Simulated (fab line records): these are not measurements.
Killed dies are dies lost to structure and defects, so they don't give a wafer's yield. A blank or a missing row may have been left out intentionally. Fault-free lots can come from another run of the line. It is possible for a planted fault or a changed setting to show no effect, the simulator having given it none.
fab line records | flow sky130
[record] lots = 6 wafers = 18 last_day = 50
route steps=708 shown POLY_CUT@317 SD_P@320 RES_XHIGH@332 SD_N@342 PAD_OPEN@708
lots that met no fault: taken from a fault-free run of the same line
start_h: hours from the record's first day to the start of the lot's first wafer shown | wait_h: how many hours have passed since the lot's step before this one | " unchanged from the row above | L1.1+2: several wafers, shown together as one row | - either no value or no given start | * or withheld: withheld | < > ~ a bound
route shown NAME@n: NAME is a module with steps in the file, n the number in the route of the first one | usual: mean/standard deviation of fault-free wafers | same: alike in all rows | chamber/n: place in a boat | sites: readings site by site | _std_site: the standard deviation of these | _edge_site: mean of outer sites minus mean of inner sites | radius_mm: for every site, how far away it sits from the centre of the wafer | mask NAME#n: copy n | behind: the last tool/chamber to shape the wafer | hold: why the lot was held/for how many hours/how that ended | device: which transistor (n, p or np) failed to switch | end of line: at the end of the route, the tests of the same wafers | step lacking rows: just its recipe | killed: count of dies lost to structure and defects at first sort (not the wafer's yield) | map: dies across one wafer; x = killed, . = not, _ = none there
set.NAME: the setting that was run; set.NAME@STEP: the one run at that earlier step | model.NAME: the simulator's own value behind a step, which no gauge read
lots at selected steps of the route; one table per step, one row per wafer
services: when a tool's chamber went out of use (start_h, in hours from the record's first day, below 0 if earlier), for how many hours, and the reason
[[steps]]
[step SKY_POLY_CUT_ETCH_10]
[recipe] chemistry = N2/H2 target = BARC ion_energy_ev = 200 source_w = 500 bias_w = 100 pressure_mtorr = 30 n2_flow_sccm = 100 h2_flow_sccm = 200 stop_on = SiO2 time_s = 45.9 target_depth_a = 600
[usual] drypump_motor_current_A = 5.7/0.36 h2_flow_sccm = 200.1/0.58 oes_product_au = 0.854/0.0046 throttle_valve_pct = 13.225/0.0087
// columns lot.wafer tool chamber start_h wait_h drypump_motor_current_A h2_flow_sccm oes_product_au rf_hours_counter_h throttle_valve_pct
L148.2 rie_diel-03 1 593.05 0.0 5.6 200.3 0.855 32 13.227
L148.3 " 2 " " 5.3 199.7 0.847 5 13.207
L148.6 " 2 " " 5.4 199.9 0.860 - 13.221
L154.3 rie_diel-04 1 636.00 0.0 6.0 200.8 0.858 20 13.218
L154.5 " 2 " " 6.4 199.8 0.855 - 13.224
L154.6 " 1 " " 6.0 200.4 0.854 - 13.221
L156.1 rie_diel-04 0 656.05 0.0 5.9 200.2 0.852 25 13.212
L156.4 " 3 " " 5.7 199.5 0.850 20 13.236
L156.6 " 2 " " 6.4 200.3 0.850 - 13.234
L157.2 rie_diel-03 0 666.90 0.0 5.8 201.1 0.857 4 13.229
L157.4 " 1 " " 5.5 201.4 0.855 33 13.209
L157.5 " 3 " " 5.3 199.8 0.862 - 13.232
L166.1 rie_diel-04 0 731.35 0.0 5.9 199.7 0.853 27 13.229
L166.5 " 1 " " 5.9 199.9 0.855 - 13.236
L166.6 " 2 " " 6.4 200.7 0.854 - 13.221
L167.1 rie_diel-04 1 739.51 0.0 6.0 199.4 0.850 22 13.224
L167.5 " 3 " " 5.7 200.4 0.856 - 13.225
L167.6 " 0 " " 5.9 200.0 0.848 - 13.238
[step SKY_POLY_CUT_ETCH_11]
[recipe] target = Si3N4 chemistry = CF4/CH2F2/Ar stop_on = poly-Si source_w = 600 bias_w = 150 pressure_mtorr = 40 cf4_flow_sccm = 40 ch2f2_flow_sccm = 20 Ar_flow_sccm = 150 time_s = 42.5 target_depth_a = 600
[step SKY_POLY_CUT_STRIP_12]
[recipe] chemistry = O2/N2 power_w = 1400 pressure_mtorr = 1500 platen_temp_c = withheld o2_flow_sccm = 3000 n2_flow_sccm = 300 overash_fraction = 0.5
[usual] drypump_motor_current_A = 5.7/0.35 o2_flow_sccm = 3001/7.8 oes_product_au = 0.452/0.0046 strip_time_to_endpoint_s = 5.351/0.018
// columns lot.wafer tool chamber start_h wait_h drypump_motor_current_A o2_flow_sccm oes_product_au rf_hours_counter_h strip_time_to_endpoint_s
L148.2 plasma_asher-04 0 593.13 0.0 5.7 3004 0.452 17 5.364
L148.3 " 1 " " 5.0 3003 0.458 - 5.343
L148.6 " 0 " " 5.7 2998 0.451 - 5.358
L154.3 plasma_asher-02 1 636.12 0.1 5.7 3004 0.451 - 5.351
L154.5 " 1 " " 5.7 3001 0.450 - 5.338
L154.6 " 0 " " 6.1 2996 0.447 - 5.338
L156.1 plasma_asher-03 0 656.13 0.0 6.0 2988 0.447 96 5.357
L156.4 " 1 " " 5.9 3006 0.449 - 5.332
L156.6 " 0 " " 6.0 2997 0.453 - 5.346
L157.2 plasma_asher-03 0 666.99 0.0 6.0 3002 0.455 97 5.359
L157.4 " 1 " " 5.9 2980 0.456 - 5.327
L157.5 " 1 " " 5.9 2999 0.444 - 5.359
L166.1 plasma_asher-03 0 731.44 0.0 6.0 2984 0.450 103 5.327
L166.5 " 0 " " 5.9 2991 0.452 - 5.327
L166.6 " 1 " " 5.9 2996 0.445 - 5.327
L167.1 plasma_asher-02 0 739.59 0.0 6.1 3002 0.457 85 5.360
L167.5 " 1 " " 5.7 2995 0.457 - 5.357
L167.6 " 0 " " 6.0 3015 0.447 - 5.352
[step SKY_SD_P_DEHYDRATE_00]
[recipe] temp_c = 200 time_s = 60
[step SKY_SD_P_HMDS_01]
[recipe] prime_time_s = 60 prime_temp_c = 120
[step SKY_SD_P_COAT_02]
[recipe] resist = NOVOLAK spin_rpm = 3000 resist_thk_nm = 1140
[step SKY_SD_P_SOFTBAKE_03]
[recipe] temp_c = 90 time_s = 60 resist = NOVOLAK
[step SKY_SD_P_EXPOSE_04]
[recipe] mask_id = PSDM na = 0.6 source_shape = conventional sigma_outer = 0.6 polarization = unpolarized target_cd_nm = 380 dose_mj = 138
[step SKY_SD_P_PEB_05]
[recipe] temp_c = withheld time_s = * resist = NOVOLAK
[step SKY_SD_P_DEVELOP_06]
[recipe] resist = NOVOLAK developer = TMAH develop_time_s = 60 dev_temp_c = 23
[step SKY_SD_P_CD_MEAS_07]
[recipe] target_cd_nm = 380
[usual] cd_nm = 380.7/2.5
// columns lot.wafer tool chamber start_h wait_h cd_nm
L148.2 cd_sem-01 - 622.39 0.1 378.7
L148.3 " - " " 379.5
L148.6 " - " " 378.8
L154.3 cd_sem-02 - 664.05 0.1 381.3
L154.5 " - " " 380.4
L154.6 " - " " 382.2
L156.1 cd_sem-01 - 684.02 0.1 383.4
L156.4 " - " " 381.4
L156.6 " - " " 382.3
L157.2 cd_sem-01 - 694.84 0.1 385.8
L157.4 " - " " 386.2
L157.5 " - " " 384.5
L166.1 cd_sem-01 - 758.90 0.1 379.5
L166.5 " - " " 382.1
L166.6 " - " " 378.4
L167.1 cd_sem-02 - 766.45 0.1 376.1
L167.5 " - " " 377.3
L167.6 " - " " 375.2
[step SKY_SD_P_OVL_MEAS_08]
[usual] SD_P_OVL = 0.3/1.5
// columns lot.wafer tool chamber start_h wait_h SD_P_OVL[nm]
L148.2 overlay-02 - 622.50 0.1 -0.3
L148.3 " - " " -2.6
L148.6 " - " " 1.0
L154.3 overlay-02 - 664.14 0.1 2.7
L154.5 " - " " 1.4
L154.6 " - " " 0.4
L156.1 overlay-02 - 684.14 0.1 0.4
L156.4 " - " " 0.7
L156.6 " - " " 1.5
L157.2 overlay-01 - 694.95 0.1 0.1
L157.4 " - " " -0.9
L157.5 " - " " -0.4
L166.1 overlay-01 - 759.02 0.1 2.0
L166.5 " - " " 3.0
L166.6 " - " " 1.1
L167.1 overlay-01 - 766.57 0.1 -0.9
L167.5 " - " " 1.9
L167.6 " - " " 0.8
[step SKY_SD_P_IMPLANT_09]
[recipe] species = BF2 energy_kev = 20 dose_cm2 = 3e+15 tilt_deg = 0
[usual] tilt_deg = -0.005/0.02
// columns lot.wafer tool chamber start_h wait_h tilt_deg
L148.2 implanter-04 0 622.55 0.0 -0.024
L148.3 " 0 " " -0.002
L148.6 " 0 " " -0.018
L154.3 implanter-03 0 664.21 0.1 -0.014
L154.5 " 0 " " -0.014
L154.6 " 0 " " 0.034
L156.1 implanter-03 0 684.18 0.0 6.246
L156.4 " 0 " " 6.277
L156.6 " 0 " " 6.291
L157.2 implanter-03 0 695.00 0.0 6.291
L157.4 " 0 " " 6.269
L157.5 " 0 " " 6.281
L166.1 implanter-03 0 759.19 0.2 -0.003
L166.5 " 0 " " -0.022
L166.6 " 0 " " -0.009
L167.1 implanter-03 0 766.60 0.0 -0.002
L167.5 " 0 " " -0.024
L167.6 " 0 " " -0.032
[step SKY_SD_P_STRIP_10]
[recipe] chemistry = O2/N2 power_w = 1400 pressure_mtorr = 1500 platen_temp_c = withheld o2_flow_sccm = 3000 n2_flow_sccm = 300 overash_fraction = 0.5
[usual] drypump_motor_current_A = 5.7/0.32 o2_flow_sccm = 2999/8.4 oes_product_au = 0.617/0.0043 strip_time_to_endpoint_s = 17.49/0.037
// columns lot.wafer tool chamber start_h wait_h drypump_motor_current_A o2_flow_sccm oes_product_au rf_hours_counter_h strip_time_to_endpoint_s
L148.2 plasma_asher-01 0 622.68 0.1 5.9 3025 0.619 51 17.52
L148.3 " 1 " " 5.8 3001 0.616 - 17.50
L148.6 " 0 " " 5.9 3005 0.618 - 17.53
L154.3 plasma_asher-01 0 664.34 0.1 5.9 3008 0.616 - 17.46
L154.5 " 0 " " 5.9 3013 0.614 - 17.48
L154.6 " 1 " " 5.8 2995 0.623 - 17.45
L156.1 plasma_asher-04 0 684.33 0.1 5.8 3019 0.624 26 17.48
L156.4 " 0 " " 5.7 3010 0.614 - 17.50
L156.6 " 0 " " 5.7 3015 0.618 - 17.51
L157.2 plasma_asher-01 0 695.13 0.1 5.9 3000 0.613 57 17.45
L157.4 " 0 " " 5.9 2995 0.622 - 17.46
L157.5 " 1 " " 5.8 3007 0.615 - 17.41
L166.1 plasma_asher-04 0 759.34 0.1 5.7 2985 0.620 34 17.53
L166.5 " 1 " " 5.0 2988 0.615 - 17.54
L166.6 " 0 " " 5.7 2985 0.616 - 17.55
L167.1 plasma_asher-04 1 766.75 0.1 5.0 2996 0.621 35 17.49
L167.5 " 1 " " 5.0 2997 0.627 - 17.50
L167.6 " 0 " " 5.8 2986 0.609 - 17.51
[step SKY_SD_P_TW_MEAS_11]
[usual] SD_P_TW = 2845/16
// columns lot.wafer tool chamber start_h wait_h SD_P_TW
L148.2 film_metro-03 - 622.79 0.1 2828
L148.3 " - " " 2827
L148.6 " - " " 2837
L154.3 film_metro-01 - 664.43 0.1 2839
L154.5 " - " " 2816
L154.6 " - " " 2822
L156.1 film_metro-03 - 684.43 0.1 3006
L156.4 " - " " 3020
L156.6 " - " " 3007
L157.2 film_metro-03 - 695.24 0.1 3015
L157.4 " - " " 3031
L157.5 " - " " 3018
L166.1 film_metro-04 - 759.44 0.1 2871
L166.5 " - " " 2870
L166.6 " - " " 2872
L167.1 film_metro-03 - 766.85 0.1 2845
L167.5 " - " " 2836
L167.6 " - " " 2851
[step SKY_RES_XHIGH_DEHYDRATE_00]
[recipe] temp_c = 200 time_s = 60
[step SKY_RES_XHIGH_HMDS_01]
[recipe] prime_time_s = 60 prime_temp_c = 120
[step SKY_RES_XHIGH_COAT_02]
[recipe] resist = NOVOLAK spin_rpm = 3000 resist_thk_nm = 1140
[step SKY_RES_XHIGH_SOFTBAKE_03]
[recipe] temp_c = 90 time_s = 60 resist = NOVOLAK
[step SKY_RES_XHIGH_EXPOSE_04]
[recipe] mask_id = URPM na = 0.6 source_shape = conventional sigma_outer = 0.6 polarization = unpolarized target_cd_nm = 1270 dose_mj = 140
[step SKY_RES_XHIGH_PEB_05]
[recipe] temp_c = withheld time_s = * resist = NOVOLAK
[step SKY_RES_XHIGH_DEVELOP_06]
[recipe] resist = NOVOLAK developer = TMAH develop_time_s = 60 dev_temp_c = 23
[step SKY_RES_XHIGH_IMPLANT_07]
[recipe] species = BF2 energy_kev = 20 dose_cm2 = 3.6e+14 tilt_deg = 0
[step SKY_RES_XHIGH_STRIP_08]
[recipe] chemistry = O2/N2 power_w = 1400 pressure_mtorr = 1500 platen_temp_c = withheld o2_flow_sccm = 3000 n2_flow_sccm = 300 overash_fraction = 0.5
[usual] drypump_motor_current_A = 5.87/0.091 o2_flow_sccm = 3001/9.2 oes_product_au = 0.711/0.0046 strip_time_to_endpoint_s = 14.27/0.037
// columns lot.wafer tool chamber start_h wait_h drypump_motor_current_A o2_flow_sccm oes_product_au rf_hours_counter_h strip_time_to_endpoint_s
L148.2 plasma_asher-03 1 651.00 0.1 5.86 3000 0.711 96 14.25
L148.3 " 0 " " 5.97 2995 0.711 - 14.25
L148.6 " 0 " " 5.95 3007 0.715 - 14.25
L154.3 plasma_asher-02 0 691.80 0.1 6.09 3007 0.719 - 14.31
L154.5 " 1 " " 5.70 2989 0.717 - 14.31
L154.6 " 0 " " 6.08 3011 0.714 - 14.35
L156.1 plasma_asher-01 1 712.80 0.1 5.79 3009 0.711 59 14.34
L156.4 " 0 " " 5.85 2998 0.715 - 14.25
L156.6 " 0 " " 5.87 3021 0.717 - 14.26
L157.2 plasma_asher-01 0 722.80 0.1 5.86 2992 0.711 60 14.22
L157.4 " 0 " " 5.88 3008 0.708 - 14.23
L157.5 " 1 " " 5.78 2998 0.716 - 14.22
L166.1 plasma_asher-01 1 786.26 0.1 5.80 3001 0.714 67 14.31
L166.5 " 0 " " 5.84 2973 0.709 - 14.29
L166.6 " 1 " " 5.83 3004 0.709 - 14.27
L167.1 plasma_asher-01 1 792.70 0.1 5.82 3009 0.708 68 14.30
L167.5 " 1 " " 5.79 3005 0.717 - 14.23
L167.6 " 0 " " 5.88 3001 0.711 - 14.24
[step SKY_RES_XHIGH_TW_MEAS_09]
[usual] RES_XHIGH_TW = 1649/9.5
// columns lot.wafer tool chamber start_h wait_h RES_XHIGH_TW
L148.2 film_metro-03 - 651.11 0.1 1650
L148.3 " - " " 1661
L148.6 " - " " 1650
L154.3 film_metro-01 - 691.89 0.1 1637
L154.5 " - " " 1633
L154.6 " - " " 1640
L156.1 film_metro-03 - 712.90 0.1 1651
L156.4 " - " " 1649
L156.6 " - " " 1655
L157.2 film_metro-04 - 722.91 0.1 1656
L157.4 " - " " 1662
L157.5 " - " " 1648
L166.1 film_metro-01 - 786.36 0.1 1652
L166.5 " - " " 1652
L166.6 " - " " 1651
L167.1 film_metro-04 - 792.80 0.1 1639
L167.5 " - " " 1640
L167.6 " - " " 1650
[step SKY_SD_N_DEHYDRATE_00]
[recipe] temp_c = 200 time_s = 60
[step SKY_SD_N_HMDS_01]
[recipe] prime_time_s = 60 prime_temp_c = 120
[step SKY_SD_N_COAT_02]
[recipe] resist = NOVOLAK spin_rpm = 3000 resist_thk_nm = 1140
[step SKY_SD_N_SOFTBAKE_03]
[recipe] temp_c = 90 time_s = 60 resist = NOVOLAK
[step SKY_SD_N_EXPOSE_04]
[recipe] mask_id = NSDM na = 0.6 source_shape = conventional sigma_outer = 0.6 polarization = unpolarized target_cd_nm = 380 dose_mj = 141
[step SKY_SD_N_PEB_05]
[recipe] temp_c = withheld time_s = * resist = NOVOLAK
[step SKY_SD_N_DEVELOP_06]
[recipe] resist = NOVOLAK developer = TMAH develop_time_s = 60 dev_temp_c = 23
[step SKY_SD_N_CD_MEAS_07]
[recipe] target_cd_nm = 380
[usual] cd_nm = 381.1/2.4
// columns lot.wafer tool chamber start_h wait_h cd_nm
L148.2 cd_sem-01 - 678.34 0.1 378.5
L148.3 " - " " 379.3
L148.6 " - " " 378.6
L154.3 cd_sem-01 - 719.61 0.1 381.0
L154.5 " - " " 380.8
L154.6 " - " " 382.7
L156.1 cd_sem-01 - 740.65 0.1 381.1
L156.4 " - " " 379.2
L156.6 " - " " 381.0
L157.2 cd_sem-01 - 749.64 0.1 386.5
L157.4 " - " " 383.4
L157.5 " - " " 385.0
L166.1 cd_sem-01 - 812.62 0.1 381.0
L166.5 " - " " 380.4
L166.6 " - " " 380.7
L167.1 cd_sem-02 - 819.20 0.1 381.9
L167.5 " - " " 380.1
L167.6 " - " " 380.7
[step SKY_SD_N_OVL_MEAS_08]
[usual] SD_N_OVL = -1.0/1.5
// columns lot.wafer tool chamber start_h wait_h SD_N_OVL[nm]
L148.2 overlay-01 - 678.45 0.1 -1.4
L148.3 " - " " -1.5
L148.6 " - " " 0.3
L154.3 overlay-01 - 719.70 0.1 -0.5
L154.5 " - " " -0.2
L154.6 " - " " -0.5
L156.1 overlay-02 - 740.77 0.1 -0.7
L156.4 " - " " -1.4
L156.6 " - " " -1.2
L157.2 overlay-01 - 749.75 0.1 -0.6
L157.4 " - " " 0.5
L157.5 " - " " -0.5
L166.1 overlay-02 - 812.74 0.1 -2.2
L166.5 " - " " 0.0
L166.6 " - " " -1.6
L167.1 overlay-02 - 819.32 0.1 -1.0
L167.5 " - " " -1.4
L167.6 " - " " -2.1
[step SKY_SD_N_IMPLANT_09]
[recipe] species = As energy_kev = 50 dose_cm2 = 4e+15 tilt_deg = 0
[step SKY_SD_N_IMPLANT_10]
[recipe] species = P energy_kev = 20 dose_cm2 = 1e+14 tilt_deg = 0
[step SKY_SD_N_STRIP_11]
[recipe] chemistry = O2/N2 power_w = 1400 pressure_mtorr = 1500 platen_temp_c = withheld o2_flow_sccm = 3000 n2_flow_sccm = 300 overash_fraction = 0.5
[usual] drypump_motor_current_A = 5.6/0.35 o2_flow_sccm = 3000/9.1 oes_product_au = 0.527/0.0041 strip_time_to_endpoint_s = 22.54/0.042
// columns lot.wafer tool chamber start_h wait_h drypump_motor_current_A o2_flow_sccm oes_product_au rf_hours_counter_h strip_time_to_endpoint_s
L148.2 plasma_asher-04 0 678.78 0.1 5.7 2993 0.527 26 22.51
L148.3 " 1 " " 5.1 3003 0.525 - 22.51
L148.6 " 0 " " 5.7 2988 0.530 - 22.55
L154.3 plasma_asher-04 0 720.06 0.1 5.7 2997 0.527 - 22.57
L154.5 " 0 " " 5.7 2997 0.536 - 22.62
L154.6 " 1 " " 5.0 3006 0.527 - 22.63
L156.1 plasma_asher-01 0 741.10 0.1 5.9 2989 0.528 62 22.60
L156.4 " 0 " " 5.9 3000 0.521 - 22.56
L156.6 " 1 " " 5.8 3007 0.531 - 22.56
L157.2 plasma_asher-03 1 750.08 0.1 5.9 3003 0.528 1 22.51
L157.4 " 1 " " 5.9 2988 0.531 - 22.53
L157.5 " 0 " " 6.0 3011 0.531 - 22.52
L166.1 plasma_asher-03 1 813.08 0.1 5.8 2995 0.524 5 22.54
L166.5 " 0 " " 6.0 3000 0.530 - 22.59
L166.6 " 1 " " 5.8 2993 0.526 - 22.58
L167.1 plasma_asher-04 0 819.65 0.1 5.7 3006 0.533 41 22.58
L167.5 " 1 " " 5.1 2988 0.520 - 22.57
L167.6 " 0 " " 5.7 2993 0.535 - 22.58
[step SKY_SD_N_TW_MEAS_12]
[usual] SD_N_TW = 4013/20
// columns lot.wafer tool chamber start_h wait_h SD_N_TW
L148.2 film_metro-03 - 678.89 0.1 4027
L148.3 " - " " 3996
L148.6 " - " " 3997
L154.3 film_metro-03 - 720.15 0.1 3994
L154.5 " - " " 4004
L154.6 " - " " 4000
L156.1 film_metro-03 - 741.20 0.1 4031
L156.4 " - " " 4009
L156.6 " - " " 4024
L157.2 film_metro-04 - 750.19 0.1 4066
L157.4 " - " " 4054
L157.5 " - " " 4062
L166.1 film_metro-01 - 813.18 0.1 4008
L166.5 " - " " 4000
L166.6 " - " " 4015
L167.1 film_metro-04 - 819.75 0.1 4004
L167.5 " - " " 4002
L167.6 " - " " 4015
[step SKY_SD_N_CLEAN_13]
[recipe] chemistry = SC1/SC2 mix = 1:4:20 temp_c = 70 time_s = 150 dry = n2_spin
[step SKY_SD_N_RTA_14]
[recipe] temp_c = 1075 time_s = 2 idle_temp_c = 650 ramp_up_c_per_s = 150 ramp_down_c_per_s = 90 ambient = N2
[step SKY_SD_N_RS_MEAS_16]
[recipe] thk_meas_gauge = four-point-probe
[usual] SD_N_RS = 68.58/0.11
// columns lot.wafer tool chamber start_h wait_h SD_N_RS[ohm/sq]
L148.2 film_metro-04 - 679.18 0.1 68.62
L148.3 " - " " 68.51
L148.6 " - " " 68.64
L154.3 film_metro-01 - 720.45 0.1 68.64
L154.5 " - " " 68.68
L154.6 " - " " 68.68
L156.1 film_metro-04 - 741.49 0.1 68.46
L156.4 " - " " 68.55
L156.6 " - " " 68.45
L157.2 film_metro-03 - 750.48 0.1 68.56
L157.4 " - " " 68.62
L157.5 " - " " 68.61
L166.1 film_metro-03 - 813.47 0.1 68.59
L166.5 " - " " 68.42
L166.6 " - " " 68.49
L167.1 film_metro-01 - 820.04 0.1 68.51
L167.5 " - " " 68.71
L167.6 " - " " 68.62
[step SKY_SD_N_RS_MEAS_17]
[recipe] thk_meas_gauge = four-point-probe
[usual] SD_P_RS = 147.1/0.39
// columns lot.wafer tool chamber start_h wait_h SD_P_RS[ohm/sq]
L148.2 film_metro-04 - 679.30 0.1 147.5
L148.3 " - " " 147.6
L148.6 " - " " 147.4
L154.3 film_metro-01 - 720.57 0.1 147.4
L154.5 " - " " 147.2
L154.6 " - " " 147.5
L156.1 film_metro-04 - 741.61 0.1 137.8
L156.4 " - " " 137.9
L156.6 " - " " 137.4
L157.2 film_metro-03 - 750.60 0.1 138.7
L157.4 " - " " 138.7
L157.5 " - " " 138.3
L166.1 film_metro-03 - 813.59 0.1 147.2
L166.5 " - " " 147.1
L166.6 " - " " 147.0
L167.1 film_metro-01 - 820.16 0.1 147.1
L167.5 " - " " 147.3
L167.6 " - " " 147.3
[step SKY_PAD_OPEN_PROBE_99]
[usual] killed_at_M0_to_M3 = 41/6.2 killed_at_M4_up = 3.0/1.7 killed_at_contacts = 25/5.8 killed_at_front_end = 16/4.5 killed_at_other = 0.2/0.42 killed_dies = 85/8.4 killed_open = 46/5.9 killed_short = 39/6.3
[same] gross_dies = 492 killed_at_back_side = 0
// columns lot.wafer tool chamber start_h wait_h killed_at_M0_to_M3 killed_at_M4_up killed_at_contacts killed_at_front_end killed_at_other killed_dies killed_open killed_short
L148.2 prober-01 - 1102.53 0.1 41 1 35 14 0 91 52 39
L148.3 prober-01 - 1102.58 0.2 43 4 30 17 0 94 47 47
L148.6 prober-01 - 1102.73 0.2 44 2 30 19 0 95 54 41
L154.3 prober-01 - 1131.75 0.2 42 3 22 19 1 87 41 46
L154.5 prober-01 - 1131.85 0.2 44 4 13 10 0 71 38 32
L154.6 prober-01 - 1131.90 0.2 45 2 39 11 0 97 51 45
L156.1 prober-01 - 1145.96 0.1 47 2 27 16 0 92 50 42
L156.4 prober-01 - 1146.11 0.2 41 7 23 21 0 92 48 44
L156.6 prober-01 - 1146.21 0.2 41 3 20 23 0 87 55 32
L166.1 prober-01 - 1191.57 0.1 33 4 27 19 0 83 43 40
L166.5 prober-01 - 1191.77 0.2 34 2 22 21 0 79 43 36
L166.6 prober-01 - 1191.82 0.2 43 1 23 13 1 81 39 41
L167.1 prober-02 - 1197.34 0.1 51 1 29 11 0 92 41 51
L167.5 prober-02 - 1197.54 0.2 39 3 23 21 0 86 43 42
L167.6 prober-02 - 1197.59 0.2 46 2 29 16 1 94 50 42
// killed by level:class
L148.2 CONTACT:geometric_particle:open=12 CONTACT:geometric_particle:short=12 VIA2:geometric_particle:open=10 VIA1:geometric_particle:open=9 VIA1:geometric_particle:short=7 LI_CONTACT:geometric_particle:open=6 FIELD_ISO:geometric_particle:open=5 METAL1:geometric_particle:short=4
L148.3 CONTACT:geometric_particle:open=11 METAL1:geometric_particle:short=9 LI_CONTACT:geometric_particle:open=7 VIA3:geometric_particle:open=7 FIELD_ISO:geometric_particle:open=6 LOCAL_INTERCONNECT:geometric_particle:short=6 FIELD_ISO:geometric_particle:short=5 CONTACT:geometric_particle:short=5
L148.6 CONTACT:geometric_particle:open=14 VIA1:geometric_particle:open=11 POLY_GATE:geometric_particle:short=6 VIA2:geometric_particle:open=6 LI_CONTACT:geometric_particle:open=5 LOCAL_INTERCONNECT:geometric_particle:short=5 METAL1:geometric_particle:short=5 METAL3:geometric_particle:short=5
L154.3 VIA1:geometric_particle:open=12 CONTACT:geometric_particle:open=7 VIA2:geometric_particle:open=6 FIELD_ISO:geometric_particle:open=5 POLY_GATE:geometric_particle:short=5 LOCAL_INTERCONNECT:geometric_particle:short=5 METAL2:geometric_particle:short=5 VIA1:geometric_particle:short=5
L154.5 VIA1:geometric_particle:open=17 METAL2:geometric_particle:short=7 CONTACT:geometric_particle:short=6 POLY_GATE:geometric_particle:open=4 CONTACT:geometric_particle:open=4 VIA1:geometric_particle:short=4 FIELD_ISO:geometric_particle:short=3 VIA2:geometric_particle:open=3
L154.6 CONTACT:geometric_particle:open=15 LI_CONTACT:geometric_particle:open=12 VIA1:geometric_particle:open=10 VIA1:geometric_particle:short=6 CONTACT:geometric_particle:short=6 METAL1:geometric_particle:short=5 VIA2:geometric_particle:short=5 POLY_GATE:geometric_particle:open=4
L156.1 VIA1:geometric_particle:open=14 CONTACT:geometric_particle:open=11 VIA1:geometric_particle:short=7 VIA2:geometric_particle:open=7 FIELD_ISO:geometric_particle:short=6 FIELD_ISO:geometric_particle:open=4 LOCAL_INTERCONNECT:geometric_particle:short=4 LOCAL_INTERCONNECT:geometric_particle:open=4
L156.4 CONTACT:geometric_particle:open=10 VIA1:geometric_particle:open=9 FIELD_ISO:geometric_particle:open=7 METAL4:geometric_particle:short=7 LI_CONTACT:geometric_particle:open=6 VIA3:geometric_particle:open=6 METAL2:geometric_particle:short=6 FIELD_ISO:geometric_particle:short=5
L156.6 FIELD_ISO:geometric_particle:open=13 VIA1:geometric_particle:open=11 CONTACT:geometric_particle:open=9 VIA3:geometric_particle:open=7 LI_CONTACT:geometric_particle:open=6 FIELD_ISO:geometric_particle:short=5 VIA1:geometric_particle:short=5 METAL1:geometric_particle:short=4
L166.1 LI_CONTACT:geometric_particle:open=8 CONTACT:geometric_particle:open=7 VIA1:geometric_particle:open=7 FIELD_ISO:geometric_particle:short=6 FIELD_ISO:geometric_particle:open=5 LOCAL_INTERCONNECT:geometric_particle:short=5 METAL2:geometric_particle:short=5 VIA2:geometric_particle:short=5
L166.5 CONTACT:geometric_particle:open=12 FIELD_ISO:geometric_particle:open=7 VIA2:geometric_particle:open=7 FIELD_ISO:geometric_particle:short=6 VIA1:geometric_particle:open=6 CONTACT:geometric_particle:short=5 VIA1:geometric_particle:short=5 VIA3:geometric_particle:open=5
L166.6 CONTACT:geometric_particle:open=11 VIA1:geometric_particle:open=10 METAL1:geometric_particle:short=9 LI_CONTACT:geometric_particle:open=5 VIA3:geometric_particle:open=5 FIELD_ISO:geometric_particle:short=4 POLY_GATE:geometric_particle:short=4 VIA3:geometric_particle:short=4
L167.1 CONTACT:geometric_particle:open=10 METAL2:geometric_particle:short=9 VIA3:geometric_particle:open=9 FIELD_ISO:geometric_particle:short=7 METAL1:geometric_particle:short=7 VIA1:geometric_particle:open=7 CONTACT:geometric_particle:short=6 LI_CONTACT:geometric_particle:open=5
L167.5 CONTACT:geometric_particle:open=8 METAL1:geometric_particle:short=7 VIA1:geometric_particle:open=7 FIELD_ISO:geometric_particle:short=6 FIELD_ISO:geometric_particle:open=5 LOCAL_INTERCONNECT:geometric_particle:short=5 POLY_GATE:geometric_particle:open=5 LI_CONTACT:geometric_particle:open=5
L167.6 CONTACT:geometric_particle:open=12 VIA1:geometric_particle:open=11 LI_CONTACT:geometric_particle:short=6 VIA2:geometric_particle:open=6 FIELD_ISO:geometric_particle:short=5 POLY_GATE:geometric_particle:open=5 LOCAL_INTERCONNECT:geometric_particle:short=5 VIA3:geometric_particle:open=5
[[services]]
// columns tool chamber start_h hours kind
rie_diel-03 2 570.05 13.1 repair
plasma_asher-02 - 585.15 2.8 pm
rie_diel-03 - 589.35 2.8 pm
rie_diel-03 2 594.76 2.5 repair
plasma_asher-02 - 599.15 7.2 repair
rie_diel-04 2 616.03 16.7 repair
rie_diel-04 - 617.70 0.5 repair
plasma_asher-01 - 626.76 2.8 pm
rie_diel-03 1 632.57 12.1 repair
plasma_asher-01 - 647.84 2.0 repair
rie_diel-03 0 679.88 3.5 repair
plasma_asher-02 - 681.34 8.2 repair
plasma_asher-01 - 684.47 0.5 repair
implanter-03 - 686.66 3.2 pm
plasma_asher-03 - 712.77 6.4 repair
rie_diel-03 - 716.70 0.5 repair
plasma_asher-03 - 733.75 9.0 pm
rie_diel-04 3 735.03 1.8 repair
rie_diel-03 1 758.62 6.2 repair
plasma_asher-03 - 762.36 8.8 repair
implanter-03 - 780.98 1.4 repair
implanter-03 - 790.14 2.9 repair
plasma_asher-03 - 795.80 2.8 repair
implanter-03 - 811.76 13.8 repair
[[key]]
[first_sign] step = SKY_SD_P_IMPLANT_09 reading = tilt_deg direction = up sigmas = 99+ usual = * struck = *
[effect] step = SKY_SD_P_TW_MEAS_11 reading = SD_P_TW direction = up sigmas = 10 usual = 2845 struck = 3016
[effect] step = SKY_SD_N_RS_MEAS_17 reading = SD_P_RS direction = down sigmas = 23 usual = 147.1 struck = 138.1
met_at SKY_SD_P_IMPLANT_09
struck_wafers L156.1,L156.4,L156.6,L157.2,L157.4,L157.5
tester_left_out L156,L157
onset_between 664.21 684.18
[fault] kind = process_parameter_drift tool = implanter-03 chamber = - onset_h = 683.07 steps = SKY_SD_P_IMPLANT_09 channel = tilt_deg offset = * shape = step end_h = 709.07 acts_in = * stated = *
// tester_left_out: of these lots the tester's yield and bins aren't shown, on N5 and GAA mostly nor the transistor test; their killed dies are dies lost to structure and defects alone, not to doping, threshold or leakage, so they don't give the yield
